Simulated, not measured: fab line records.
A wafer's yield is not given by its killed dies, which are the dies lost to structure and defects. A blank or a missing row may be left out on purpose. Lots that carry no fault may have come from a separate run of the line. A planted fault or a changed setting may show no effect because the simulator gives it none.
Which of the tools did it? / flow gf180mcu / Sampling: 7 lots, 21 wafers, 2 of 602 route steps

## WHAT THE GAUGES SHOWED, per wafer
GF_VT_IMPLANT_OVL_MEAS_29.
lot=L433; measured=day 7 15:47; on=overlay-01; VT_IMPLANT_02_OVL (nm)=1.0 -0.9 0.5
lot=L435; measured=day 7 22:17; on=overlay-01; VT_IMPLANT_02_OVL (nm)=-1.4 -1.0 -2.5
lot=L437; measured=day 8 12:18; on=overlay-02; VT_IMPLANT_02_OVL (nm)=0.4 -0.5 -3.7
lot=L442; measured=day 9 21:53; on=overlay-01; VT_IMPLANT_02_OVL (nm)=-0.9 -0.3 -0.5
lot=L445; measured=day 10 19:21; on=overlay-02; VT_IMPLANT_02_OVL (nm)=- - -
lot=L447; measured=day 11 05:51; on=overlay-02; VT_IMPLANT_02_OVL (nm)=-0.4 1.1 1.4
lot=L453; measured=day 12 20:16; on=overlay-02; VT_IMPLANT_02_OVL (nm)=-1.8 -2.9 -2.2

## TOOL THAT RAN EACH LOT (tool first, then ch and the chambers of the sampled wafers, then the start)
lot=L433; GF_VT_IMPLANT_COAT_24=lithoTrack-01 ch 0, day 7 07:38
lot=L435; GF_VT_IMPLANT_COAT_24=lithoTrack-03 ch 0, day 7 14:00
lot=L437; GF_VT_IMPLANT_COAT_24=lithoTrack-01 ch 0, day 8 03:47
lot=L442; GF_VT_IMPLANT_COAT_24=lithoTrack-03 ch 0, day 9 13:18
lot=L445; GF_VT_IMPLANT_COAT_24=lithoTrack-01, day 10 09:59
lot=L447; GF_VT_IMPLANT_COAT_24=lithoTrack-01 ch 0, day 10 20:25
lot=L453; GF_VT_IMPLANT_COAT_24=lithoTrack-03 ch 0, day 12 10:19
- GF_VT_IMPLANT_COAT_24: resist thk 1000 nm.

## THE ANSWER, worked out from the rows above alone
Rule: usual is defined by the lots themselves. Put in order of their means at a reading, lots are off if they are a third of the lots or fewer, leave a main group of 4 or more, and stand apart from it by a gap of 3 or more times the standard deviation of the main group's means; of several such gaps the widest counts. A main group is skipped when, at the precision printed for the reading in the tables above, its means are all equal. Also off: a lot with no number at a reading for which 4 or more lots have one. The other lots that the step has rows for count as sound.
Off: L445, at GF_VT_IMPLANT_OVL_MEAS_29 (VT_IMPLANT_02_OVL). Without a number there: L445. For the main group the mean is -0.8 nm and the standard deviation 1.
If a tool, at a process step before that reading, ran all the lots that are off and no sound lot after the first of them, it fits. The gauges at GF_VT_IMPLANT_OVL_MEAS_29 are tried like those tools. Not one of the candidates tried fits.

## WHAT WAS PUT IN BY THE SIMULATOR
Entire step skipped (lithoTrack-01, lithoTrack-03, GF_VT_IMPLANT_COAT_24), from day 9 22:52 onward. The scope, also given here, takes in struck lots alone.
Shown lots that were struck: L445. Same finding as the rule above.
